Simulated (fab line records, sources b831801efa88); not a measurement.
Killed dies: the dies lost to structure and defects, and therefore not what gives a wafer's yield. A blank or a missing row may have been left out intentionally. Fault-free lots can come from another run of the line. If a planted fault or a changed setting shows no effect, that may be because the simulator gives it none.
Chamber matching || flow gf180mcu || 4 sister chambers for GF_V5_CMP_04 on cmp-02
The step polishes SiO2. 8 wafers are shown with their chamber, then 8 later ones without.

## EACH WAFER AND ITS CHAMBER
{"wafer": "L088.3", "chamber": 0, "motorCurrentA (A)": 13.2}
{"wafer": "L088.4", "chamber": 1, "motorCurrentA (A)": 11.2}
{"wafer": "L088.5", "chamber": 3, "motorCurrentA (A)": 13.2}
{"wafer": "L088.6", "chamber": 2, "motorCurrentA (A)": 11.6}
{"wafer": "L091.1", "chamber": 0, "motorCurrentA (A)": 12.9}
{"wafer": "L091.2", "chamber": 3, "motorCurrentA (A)": 14.1}
{"wafer": "L091.3", "chamber": 1, "motorCurrentA (A)": 11.2}
{"wafer": "L091.4", "chamber": 2, "motorCurrentA (A)": 12.2}

## WAFERS WHOSE CHAMBER IS MISSING
{"wafer": "L091.5", "motorCurrentA (A)": 14.1}
{"wafer": "L091.6", "motorCurrentA (A)": 12.7}
{"wafer": "L093.1", "motorCurrentA (A)": 11.8}
{"wafer": "L093.2", "motorCurrentA (A)": 11.3}
{"wafer": "L093.3", "motorCurrentA (A)": 11.9}
{"wafer": "L093.4", "motorCurrentA (A)": 14.4}
{"wafer": "L093.5", "motorCurrentA (A)": 11.0}
{"wafer": "L093.6", "motorCurrentA (A)": 12.2}

## THE CHAMBER EACH PASSED THROUGH
{"wafer": "L091.5", "from the rows above": "can't be placed: 3 or 0", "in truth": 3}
{"wafer": "L091.6", "from the rows above": "can't be placed: 0 or 2 or 3", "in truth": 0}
{"wafer": "L093.1", "from the rows above": "can't be placed: 2 or 1", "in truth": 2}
{"wafer": "L093.2", "from the rows above": "can't be placed: 1 or 2", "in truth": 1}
{"wafer": "L093.3", "from the rows above": "can't be placed: 2 or 1", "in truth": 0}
{"wafer": "L093.4", "from the rows above": "can't be placed: 3 or 0", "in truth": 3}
{"wafer": "L093.5", "from the rows above": "can't be placed: 1 or 2", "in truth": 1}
{"wafer": "L093.6", "from the rows above": "can't be placed: 2 or 0 or 1", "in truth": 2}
Correct placement for 0 of the 8. Unplaceable from these rows: 8, with the true chamber sitting among the candidates in 7. 0 placed wrongly.
How it was worked out, from the rows above alone: a wafer's distance from a chamber is the root of the sum, over the readings, of the square of ((its reading less the chamber's mean) divided by the reading's scatter). The wafer belongs to the nearest chamber; if the next one is less than 2 further off, it can't be placed. Each chamber's mean is taken over the wafers shown for it. The scatter: take each reading less its chamber's mean, square it, sum over the shown wafers, divide by the number of wafers less the number of chambers, and take the root.
